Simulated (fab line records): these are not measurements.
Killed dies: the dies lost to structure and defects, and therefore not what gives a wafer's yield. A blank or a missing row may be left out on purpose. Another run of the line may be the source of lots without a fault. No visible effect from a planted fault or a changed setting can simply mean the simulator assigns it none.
A struck lot beside a sound one | flow sky130 | 22 steps out of a route of 708
Sound: these wafers, L398.2, L398.3, L398.5. Struck: wafers L397.2, L397.4, L397.5. Last of all comes the cause.
Per side, at each step with rows, come the tool, then ch with its chambers, and then its first start. Under that, the readings that differ: sound wafers | struck wafers | difference of the means | sigmas: that difference in standard deviations of wafers without a fault.
alike: readings with means less than 2 such deviations apart, plus words and numbers identical on both sides. not compared: withheld readings, readings lacking a value on some wafer, bounds such as >300 that could conceal the same value, and numbers that have no deviation in the record and whose values overlap.
Wherever a step has rows on one side only, a row that says differs or no value, or a row with sigmas, the two part there. Non-overlapping numbers with no deviation appear without sigmas and do not part them. A reading missing from all wafers of one side parts the sides only when that side holds two or more wafers.

SKY_METAL3_SPUTTER_00: material Ti, target thk 15 nm, time 9.789 s.
  sound: pvd sputter-03 at day 40 12:41; struck: pvd sputter-04 at day 40 03:39
  alike: throttle valve pct
SKY_METAL3_SPUTTER_01: material TiN, target thk 20 nm, time 16.7 s.
  sound: pvd sputter-03 at day 40 12:43; struck: pvd sputter-04 at day 40 03:40
  alike: throttle valve pct
then, 1 step without rows for these wafers: SKY_METAL3_SPUTTER_02 (material AlCu, target thk 735 nm, time 39.1 s).
SKY_METAL3_SPUTTER_03: material Ti, target thk 5 nm, time 3.3 s.
  sound: pvd sputter-03 at day 40 12:46; struck: pvd sputter-04 at day 40 03:44
  alike: throttle valve pct
SKY_METAL3_SPUTTER_04: material TiN, target thk 70 nm, time 58.3 s.
  sound: pvd sputter-03 at day 40 12:47; struck: pvd sputter-04 at day 40 03:46
  alike: throttle valve pct
then, 1 step without rows for these wafers: SKY_CAPM_CVD_00 (deposits SiO2, target thk 15.5 nm).
SKY_CAPM_THK_MEAS_01:
  sound: film metro-04 at day 40 12:52; struck: film metro-04 at day 40 03:50
  alike: CAPM_CVD_00_THK
SKY_CAPM_SPUTTER_02: material TiN, target thk 200 nm, time 166.7 s.
  sound: pvd sputter-01 at day 40 12:55; struck: pvd sputter-02 at day 40 03:53
  reading                | sound          | struck         | difference | sigmas
  throttle valve pct (%) | 28.5 28.0 28.1 | 30.7 31.1 30.5 | +2.6       | +2
SKY_CAPM_RS_MEAS_03: a four-point-probe measurement.
  sound: film metro-04 at day 40 13:03; struck: film metro-01 at day 40 04:01
  reading              | sound          | struck         | difference | sigmas
  CAPM_TIN_RS (ohm/sq) | 6.87 6.81 6.86 | 7.07 6.96 7.04 | +0.18      | +2
SKY_CAPM_THK_MEAS_04: measures by xrf.
  sound: film metro-04 at day 40 13:10; struck: film metro-01 at day 40 04:08
  reading           | sound             | struck            | difference | sigmas
  CAPM_TIN_THK (nm) | 198.9 201.0 200.3 | 193.8 195.9 194.4 | -5.4       | -2
then, 2 steps without rows for these wafers: SKY_CAPM_DEHYDRATE_05 (time 60 s); SKY_CAPM_HMDS_06 (prime time 60 s).
SKY_CAPM_COAT_07: resist thk 1140 nm.
  sound on litho track-04 ch 0, day 41 00:42; struck on litho track-01 ch 0, day 40 15:11
  reading                                   | sound                | struck               | difference | sigmas
  spin speed rpm (rpm)                      | 3002.1 3000.6 3004.2 | 2913.3 2915.0 2909.4 | -89.7      | -41
  model.NOVOLAK_of_CAPM_COAT_07.thk nm (nm) | 1146 1144 1144       | 1153 1152 1158       | +10        |
  alike: resist line temp C
then, 4 steps without rows for these wafers: SKY_CAPM_SOFTBAKE_08 (time 60 s); SKY_CAPM_EXPOSE_09 (exposes mask CAPM, target cd 1000 nm); SKY_CAPM_PEB_10; SKY_CAPM_DEVELOP_11 (develop time 60 s).
SKY_CAPM_OVL_MEAS_12:
  sound: overlay-01 at day 41 13:26; struck: overlay-01 at day 41 03:47
  alike: CAPM_OVL
SKY_CAPM_METAL_ETCH_13: etches TiN in Cl2/BCl3, stops on SiO2, target depth 220 nm, time 62.9 s.
  sound on rie metal-01 ch 0,1, day 41 13:28; struck on rie metal-04 ch 0,1, day 41 03:49
  reading                                   | sound             | struck         | difference | sigmas
  model.NOVOLAK_of_CAPM_COAT_07.thk nm (nm) | 995.2 992.6 994.6 | 1004 1007 1010 | +13        |
  alike: chamber pressure mTorr, drypump motor current A, oes product au, throttle valve pct
  not compared: rf hours counter h
SKY_CAPM_STRIP_14: strips in O2/N2.
  sound on plasma asher-02 ch 0,1, day 41 13:32; struck on plasma asher-03 ch 0,1, day 41 03:53
  reading                      | sound             | struck            | difference | sigmas
  strip time to endpoint s (s) | 12.66 12.64 12.68 | 12.76 12.82 12.78 | +0.13      | +2
  alike: chamber pressure mTorr, drypump motor current A, n2 flow sccm, oes product au
  not compared: rf hours counter h
then, 1 step without rows for these wafers: SKY_CAPM_STRIP_15 (strips in post etch residue remover, time 1200 s).
-- the record jumps here: 8 days lie between the struck wafers' starts before and after (it left off in module CAPM and takes up again in module PAD_OPEN, whose first step shown is number 708 of the route) --
SKY_PAD_OPEN_PROBE_99:
  the record has rows for the struck wafers here (prober-02, day 48 19:43) and none for the sound ones

WHERE THEY PART
Earliest at SKY_CAPM_SPUTTER_02; latest, in this record, at SKY_PAD_OPEN_PROBE_99.

WHY: what had been put in by the simulator
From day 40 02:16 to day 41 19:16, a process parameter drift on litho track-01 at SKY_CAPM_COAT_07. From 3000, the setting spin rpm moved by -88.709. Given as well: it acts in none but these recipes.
